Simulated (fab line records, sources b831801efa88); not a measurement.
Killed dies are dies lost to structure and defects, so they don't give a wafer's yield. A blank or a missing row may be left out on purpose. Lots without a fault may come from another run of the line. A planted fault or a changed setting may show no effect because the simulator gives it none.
Which tool did it? | flow sky130 | 12 lots, 36 wafers sampled, at 1 step of a route of 708

WHAT THE GAUGES READ, wafer by wafer
SKY_FIELD_ISO_THK_MEAS_02.
lot  | measured    | on            | FIELD_ISO_OXIDATION_00_THK (nm)
L075 | day 1 17:46 | film_metro-04 | 12.10 12.09 12.21
L077 | day 2 02:38 | film_metro-04 | 11.68 11.76 11.64
L079 | day 2 12:40 | film_metro-04 | 12.21 11.97 12.35
L081 | day 3 00:10 | film_metro-01 | 11.68 11.82 11.74
L083 | day 3 11:07 | film_metro-04 | 12.18 12.00 12.01
L085 | day 3 18:38 | film_metro-01 | 12.40 12.33 12.31
L087 | day 4 04:38 | film_metro-02 | 12.38 12.43 12.41
L089 | day 4 18:27 | film_metro-01 | 12.02 11.94 11.78
L091 | day 5 01:40 | film_metro-01 | 11.60 11.74 11.73
L093 | day 5 10:40 | film_metro-01 | 12.07 11.86 12.01
L095 | day 5 21:08 | film_metro-04 | 11.58 11.57 11.61
L097 | day 6 07:09 | film_metro-04 | 11.82 11.72 11.70

WHICH TOOL RAN EACH LOT (tool, then ch and the chambers of the sampled wafers, then the start)
The record holds no process step before these readings.

THE ANSWER, worked out from the rows above alone
Rule: what is usual is taken from the lots themselves. Put in order of their means at a reading, lots are off if they are a third of the lots or fewer, leave a main group of 4 or more, and stand apart from it by a gap of 3 or more times the standard deviation of the main group's means; of several such gaps the widest counts. A main group whose means are all the same, to the digits that the tables above print for the reading, isn't used. A lot without any number at a reading at which 4 lots or more have one is off too. The other lots that the step has rows for count as sound.
No lot is off at any reading shown: from this, nothing can be told.

WHAT THE SIMULATOR HAD PUT IN
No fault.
